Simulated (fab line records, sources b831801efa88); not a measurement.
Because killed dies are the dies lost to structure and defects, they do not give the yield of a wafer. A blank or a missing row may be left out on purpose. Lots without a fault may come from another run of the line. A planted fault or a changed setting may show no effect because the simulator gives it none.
One fault seen from 2 desks / flow gf180mcu / each desk has only its own numbers; what lay behind them comes last

## METROLOGY DESK
Lot by lot, what the gauges showed, no matter which tool ran the lot: averages of those sampled wafers that carry a number. Marked OUT: a lot whose mean sits more than 4 standard deviations from the usual mean, which makes it out of limits; the brackets give that distance.
Columns: A = cd_nm at GF_V3_CD_MEAS_14, usual 259.7 nm; B = V3_OVL at GF_V3_OVL_MEAS_15, usual 5 nm; C = V3_W_RS at GF_V3_RS_MEAS_24, usual 0.346 ohm/sq
lot=L170; first seen here=day 23 18:04; A=259.0; B=6; C=0.344
lot=L173; first seen here=day 24 22:07; A=260.4; B=-6; C=0.345
lot=L175; first seen here=day 25 20:21; A=258.4; B=-10; C=0.357
lot=L178; first seen here=day 26 16:37; A=261.4; B=5; C=0.350
lot=L182; first seen here=day 28 03:22; A=259.3; B=-2; C=0.343
lot=L188; first seen here=day 29 11:40; A=258.5; B=2; C=0.344
Result from this desk: across the 6 lots, nothing is out of limits.

## THE TOOL OWNER'S DESK: cvd_w-02
The tool's own readings at GF_V3_CVD_23 (deposits W, target thk 350 nm, time 104.9 s): means of the sampled wafers that have a number, for each lot that ran on this tool. Marked OUT: a lot whose mean sits more than 4 standard deviations from the usual mean, which makes it out of limits; the brackets give that distance.
Columns: A = chamber_pressure_Torr at GF_V3_CVD_23, usual 40.00 Torr; B = heater_power_w at GF_V3_CVD_23, usual 824 W
lot=L170; first seen here=day 23 18:59; A=39.97; B=715
lot=L175; first seen here=day 25 21:16; A=38.81 (-14) OUT; B=771
lot=L178; first seen here=day 26 17:32; A=38.82 (-14) OUT; B=735
lot=L188; first seen here=day 29 12:35; A=39.96; B=727
This desk's finding: out of limits on L175, L178; first on L175, day 25 21:16 (chamber_pressure_Torr at GF_V3_CVD_23). L170, L188: within limits.

## PUT TOGETHER
The tool owner's desk had the chance to raise an alarm at day 25 21:16 on L175, L178.
The metrology desk saw nothing out of limits.
The metrology desk has L175, L178 on record, within its limits.
Of the lots named, all ran GF_V3_CVD_23 on cvd_w-02.

## WHAT THE SIMULATOR HAD INSERTED
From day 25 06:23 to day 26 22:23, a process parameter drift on cvd_w-02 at GF_V3_CVD_23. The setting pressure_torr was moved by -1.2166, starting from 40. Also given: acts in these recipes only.
Shown lots that were struck: L175, L178.
How many hours passed from the start of the fault until each desk's first out-of-limits reading: the tool owner's desk, 15.
